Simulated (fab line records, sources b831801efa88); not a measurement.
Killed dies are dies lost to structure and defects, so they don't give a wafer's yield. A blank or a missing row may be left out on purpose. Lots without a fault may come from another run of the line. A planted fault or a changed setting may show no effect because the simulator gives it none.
Chamber matching | flow sky130 | SKY_VIA3_CMP_02 on cmp-01: 4 sister chambers
The step polishes SiO2. 4 wafers are shown with their chamber, then 12 later ones without.

WAFERS WITH THEIR CHAMBER
wafer  | chamber | motor_current_A (A)
L089.1 | 3       | 11.6
L089.6 | 2       | 12.8
L090.5 | 1       | 10.5
L090.6 | 0       | 12.8

WAFERS WITHOUT THEIR CHAMBER
wafer  | motor_current_A (A)
L092.1 | 12.2
L092.4 | 11.5
L092.5 | 12.3
L093.4 | 11.6
L093.5 | 11.9
L093.6 | 13.3
L095.1 | 11.3
L095.4 | 12.3
L095.6 | 12.1
L096.2 | 11.6
L096.4 | 12.5
L096.5 | 11.1

WHICH CHAMBER EACH WENT THROUGH
wafer  | from the rows above          | in truth
L092.1 | can't be placed: 3 or 0 or 2 | 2
L092.4 | 3                            | 3
L092.5 | can't be placed: 0 or 2 or 3 | 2
L093.4 | 3                            | 3
L093.5 | can't be placed: 3 or 0 or 2 | 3
L093.6 | can't be placed: 0 or 2      | 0
L095.1 | can't be placed: 3 or 1      | 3
L095.4 | can't be placed: 0 or 2 or 3 | 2
L095.6 | can't be placed: 3 or 0 or 2 | 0
L096.2 | 3                            | 3
L096.4 | can't be placed: 0 or 2 or 3 | 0
L096.5 | can't be placed: 3 or 1      | 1
Placed correctly: 3 of 12. Can't be placed from these rows: 9 (the true chamber is among the candidates in 9). Placed wrongly: 0.
How it was worked out, from the rows above alone: a wafer's distance from a chamber is the root of the sum, over the readings, of the square of ((its reading less the chamber's mean) divided by the reading's scatter). The wafer belongs to the nearest chamber; if the next one is less than 2 further off, it can't be placed. A chamber's mean is the mean of its shown wafers. The scatter: with one shown wafer a chamber, the root of the mean of the squares of how far each hidden wafer lies from its nearest shown one.
